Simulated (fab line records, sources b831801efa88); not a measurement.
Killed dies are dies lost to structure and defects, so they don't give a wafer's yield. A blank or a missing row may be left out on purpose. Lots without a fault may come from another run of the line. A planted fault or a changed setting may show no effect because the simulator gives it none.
A struck lot beside a sound one | flow sky130 | 39 steps out of a route of 708
Sound: wafers L915.4, L915.5, L915.6. Struck: wafers L927.1, L927.5, L927.6. The cause comes at the end.
At each step with rows: each side's tool, then ch and its chambers, then its first start. Under that, the readings that differ: sound wafers | struck wafers | difference of the means | sigmas: that difference in standard deviations of wafers without a fault.
alike: readings whose means differ by less than 2 such deviations, and words and numbers that are the same on both sides. not compared: withheld readings, readings that some wafer has no value for, bounds like >300 that may hide the same value, and numbers for which the record gives no deviation and whose values overlap.
The two part at a step that has a row with sigmas, a row that says differs or no value, or rows on one side only. Numbers that don't overlap but have no deviation are shown without sigmas and don't part them. A reading that every wafer of one side lacks parts them only if that side has two wafers or more.

first, 10 steps without rows for these wafers: SKY_VT_ADJUST_LVTN_HMDS_01 (prime time 60 s); SKY_VT_ADJUST_LVTN_COAT_02 (resist thk 3000 nm); SKY_VT_ADJUST_LVTN_SOFTBAKE_03; SKY_VT_ADJUST_LVTN_EXPOSE_04 (exposes mask NWM COMPLEMENT LESS NATIVE, target cd 840 nm); SKY_VT_ADJUST_LVTN_PEB_05; SKY_VT_ADJUST_LVTN_DEVELOP_06 (develop time 60 s); SKY_VT_ADJUST_LVTN_IMPLANT_08; SKY_VT_ADJUST_LVTN_STRIP_09 (strips in O2/N2); SKY_VT_ADJUST_LVTN_DEHYDRATE_11 (time 60 s); SKY_VT_ADJUST_LVTN_HMDS_12 (prime time 60 s).
SKY_VT_ADJUST_LVTN_COAT_13: resist thk 1140 nm.
  sound on litho_track-04 ch 0, day 7 11:35; struck on litho_track-03, day 10 20:59
  no value came back on the struck wafers for chill_plate_temp_C (C), dispense_pressure_kPa (kPa), spin_speed_rpm (rpm); on the sound wafers chill_plate_temp_C (C) reads 23.03 22.97 23.06
then, 4 steps without rows for these wafers: SKY_VT_ADJUST_LVTN_SOFTBAKE_14 (time 60 s); SKY_VT_ADJUST_LVTN_EXPOSE_15 (exposes mask HVN STD DERIVED, target cd 600 nm); SKY_VT_ADJUST_LVTN_PEB_16; SKY_VT_ADJUST_LVTN_DEVELOP_17 (develop time 60 s).
SKY_VT_ADJUST_LVTN_OVL_MEAS_18:
  sound on overlay-02, day 7 20:43; struck on overlay-02, day 11 08:28
  reading                    | sound       | struck | difference                    | sigmas
  VT_ADJUST_LVTN_01_OVL (nm) | 3.6 0.7 2.4 | - - -  | no value on the struck wafers |
then, 11 steps without rows for these wafers: SKY_VT_ADJUST_LVTN_IMPLANT_19; SKY_VT_ADJUST_LVTN_STRIP_20 (strips in O2/N2); SKY_VT_ADJUST_NCORE_DEHYDRATE_00 (time 60 s); SKY_VT_ADJUST_NCORE_HMDS_01 (prime time 60 s); SKY_VT_ADJUST_NCORE_COAT_02 (resist thk 1140 nm); SKY_VT_ADJUST_NCORE_SOFTBAKE_03 (time 60 s); SKY_VT_ADJUST_NCORE_EXPOSE_04 (exposes mask LVTN COMPLEMENT THIN, target cd 380 nm); SKY_VT_ADJUST_NCORE_PEB_05; SKY_VT_ADJUST_NCORE_DEVELOP_06 (develop time 60 s); SKY_VT_ADJUST_NCORE_IMPLANT_09; SKY_VT_ADJUST_NCORE_STRIP_10 (strips in O2/N2).
SKY_VT_ADJUST_NCORE_TW_MEAS_11:
  sound on film_metro-01, day 8 18:19; struck on film_metro-03, day 12 10:02
  reading            | sound             | struck            | difference | sigmas
  VT_ADJUST_NCORE_TW | 217.4 218.2 218.9 | 252.0 251.8 251.3 | +33.5      | +35
then, 7 steps without rows for these wafers: SKY_VT_ADJUST_HVTR_DEHYDRATE_00 (time 60 s); SKY_VT_ADJUST_HVTR_HMDS_01 (prime time 60 s); SKY_VT_ADJUST_HVTR_COAT_02 (resist thk 1140 nm); SKY_VT_ADJUST_HVTR_SOFTBAKE_03 (time 60 s); SKY_VT_ADJUST_HVTR_EXPOSE_04 (exposes mask HVTRM, target cd 380 nm); SKY_VT_ADJUST_HVTR_PEB_05; SKY_VT_ADJUST_HVTR_DEVELOP_06 (develop time 60 s).
SKY_VT_ADJUST_HVTR_TW_MEAS_11:
  sound on film_metro-04, day 9 15:38; struck on film_metro-02, day 13 10:40
  reading           | sound             | struck            | difference | sigmas
  VT_ADJUST_HVTR_TW | 209.7 209.4 209.5 | 245.0 246.6 245.1 | +36.0      | +36
SKY_VT_ADJUST_PCH_TW_MEAS_10:
  sound on film_metro-04, day 10 14:10; struck on film_metro-02, day 14 11:53
  reading          | sound             | struck            | difference | sigmas
  VT_ADJUST_PCH_TW | 143.5 143.4 143.4 | 205.4 205.6 205.3 | +62.0      | +90
SKY_SONOS_TUNNEL_TW_MEAS_12:
  sound on film_metro-02, day 11 14:07; struck on film_metro-03, day 15 13:43
  reading         | sound             | struck            | difference | sigmas
  SONOS_TUNNEL_TW | 198.5 199.4 198.0 | 235.4 236.6 235.4 | +37.2      | +39
-- the record jumps here: 34 days lie between the struck wafers' starts before and after (it left off in module SONOS_TUNNEL and takes up again in module PAD_OPEN, whose first step shown is number 708 of the route) --
SKY_PAD_OPEN_PROBE_99:
  sound on prober-02, day 46 04:12; struck on prober-02, day 49 04:17
  reading                                   | sound                         | struck                       | difference | sigmas
  killed_at_front_end                       | 15 17 13                      | 421 401 413                  | +397       | +90
  killed_dies                               | 76 80 84                      | 492 492 492                  | +412       | +48
  killed_on_rim                             | 16 19 17                      | 96 96 96                     | +79        | +22
  model.etest.nfet_16v.r_on_ohm_um          | 1.369e+04 1.371e+04 1.359e+04 | 1.648e+04 1.67e+04 1.641e+04 | +2.867e+03 |
  model.etest.res_pwde_under_gate.rs_ohm_sq | 6148 6164 6139                | 5565 5606 5530               | -583       |
  model.etest.pfet_g5v0d10v5.r_on_ohm_um    | 4767 4728 4807                | 4440 4502 4474               | -295       |
  model.etest.tip_p.rs_ohm_sq               | 7031 7000 6942                | 6655 6725 6669               | -308       |
  model.etest.tip_sonos.rs_ohm_sq           | 2661 2659 2594                | 2735 2818 2804               | +148       |
  model.etest.tip_p_5v.rs_ohm_sq            | 2849 2858 2838                | 2742 2721 2746               | -112       |
  model.etest.nfet_05v0_nvt.drive_ua_um     | 581.9 584 585.7               | 541.4 531.2 541.4            | -45.9      |
  model.etest.sonos_uncharged.r_on_ohm_um   | 803.9 789.8 804.9             | 828.7 830 830.5              | +30.2      |
  alike: killed_at_M0_to_M3, killed_at_M4_up, killed_at_contacts, killed_at_other, killed_open, killed_short

WHERE THEY PART
First at SKY_VT_ADJUST_LVTN_COAT_13; last, within this record, at SKY_PAD_OPEN_PROBE_99.

WHY: what the simulator had put in
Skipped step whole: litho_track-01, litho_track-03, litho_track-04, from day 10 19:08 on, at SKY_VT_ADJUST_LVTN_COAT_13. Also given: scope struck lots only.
